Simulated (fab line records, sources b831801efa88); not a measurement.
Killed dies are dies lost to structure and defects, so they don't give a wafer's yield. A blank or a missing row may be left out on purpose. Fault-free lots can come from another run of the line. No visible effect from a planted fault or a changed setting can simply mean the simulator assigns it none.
The same fault as seen by 2 desks :: flow sky130 :: each desk has only its own numbers; what lay behind them comes last

## AT THE TOOL OWNER'S DESK: rieMetal-04
The tool's own readings at SKY_METAL4_ETCH_16 (etches BARC in N2/H2, stops on SiO2, time 88.2 s, target depth 60 nm): means of the sampled wafers that have a number, for each lot that ran on this tool. Marked OUT: a lot whose mean sits more than 4 standard deviations from the usual mean, which makes it out of limits; the brackets give that distance.
Columns: A = drypumpMotorCurrentA at SKY_METAL4_ETCH_16, usual 5.7 A; B = oesProductAu at SKY_METAL4_ETCH_16, usual 0.626 a.u.; C = runLengthS at SKY_METAL4_ETCH_16, usual 116.3 s; D = throttleValvePct at SKY_METAL4_ETCH_16, usual 13.205 %
lot: L918
first seen here: day 42 22:48
A: 5.3
B: 0.625
C: 116.1
D: 13.212

lot: L920
first seen here: day 43 11:45
A: 5.3
B: 0.629
C: 116.0
D: 13.201

lot: L921
first seen here: day 43 18:11
A: 5.3
B: 0.626
C: 115.9
D: 13.199

lot: L925
first seen here: day 44 19:38
A: 5.3
B: 0.627
C: 115.9
D: 13.215

lot: L930
first seen here: day 46 10:16
A: 5.8
B: 0.751 (+27) OUT
C: 98.2 (-45) OUT
D: 13.208

lot: L932
first seen here: day 46 12:49
A: 5.8
B: 0.750 (+27) OUT
C: 97.9 (-46) OUT
D: 13.211
Finding of this desk: L930, L932 out of limits; the first was L930 at day 46 10:16, on oesProductAu at SKY_METAL4_ETCH_16. L918, L920, L921, L925 stayed within limits.

## AT THE METROLOGY DESK
What the gauges read, lot by lot, whatever tool the lot ran on: means of the sampled wafers that have a number. Marked OUT: a lot whose mean sits more than 4 standard deviations from the usual mean, which makes it out of limits; the brackets give that distance.
Columns: A = METAL2_OVL at SKY_METAL2_OVL_MEAS_16, usual 0 nm
lot: L918
first seen here: day 36 11:39
A: 5

lot: L919
first seen here: day 36 12:48
A: -7

lot: L920
first seen here: day 37 01:27
A: 3

lot: L921
first seen here: day 37 09:28
A: 2

lot: L923
first seen here: day 38 02:32
A: -3

lot: L925
first seen here: day 38 15:13
A: -3

lot: L930
first seen here: day 40 09:22
A: 1

lot: L932
first seen here: day 40 12:06
A: 8

lot: L936
first seen here: day 41 12:33
A: -2

lot: L935
first seen here: day 41 19:54
A: 1

lot: L938
first seen here: day 42 03:13
A: -4

lot: L937
first seen here: day 42 04:30
A: 1
Result from this desk: across the 12 lots, nothing is out of limits.

## PUT TOGETHER
The tool owner's desk had the chance to raise an alarm at day 46 10:16 on L930, L932.
Metrology desk: nothing out of limits seen.
The metrology desk holds a record of L930, L932, inside its limits.
SKY_METAL4_ETCH_16 was run on rieMetal-04 by each of the lots named.

## WHAT THE SIMULATOR HAD PUT IN
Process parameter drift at SKY_METAL4_ETCH_16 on rieMetal-04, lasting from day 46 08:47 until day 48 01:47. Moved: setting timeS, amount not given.
Shown lots that were struck: L930, L932.
How many hours passed from the start of the fault until each desk's first out-of-limits reading: the tool owner's desk, 1.
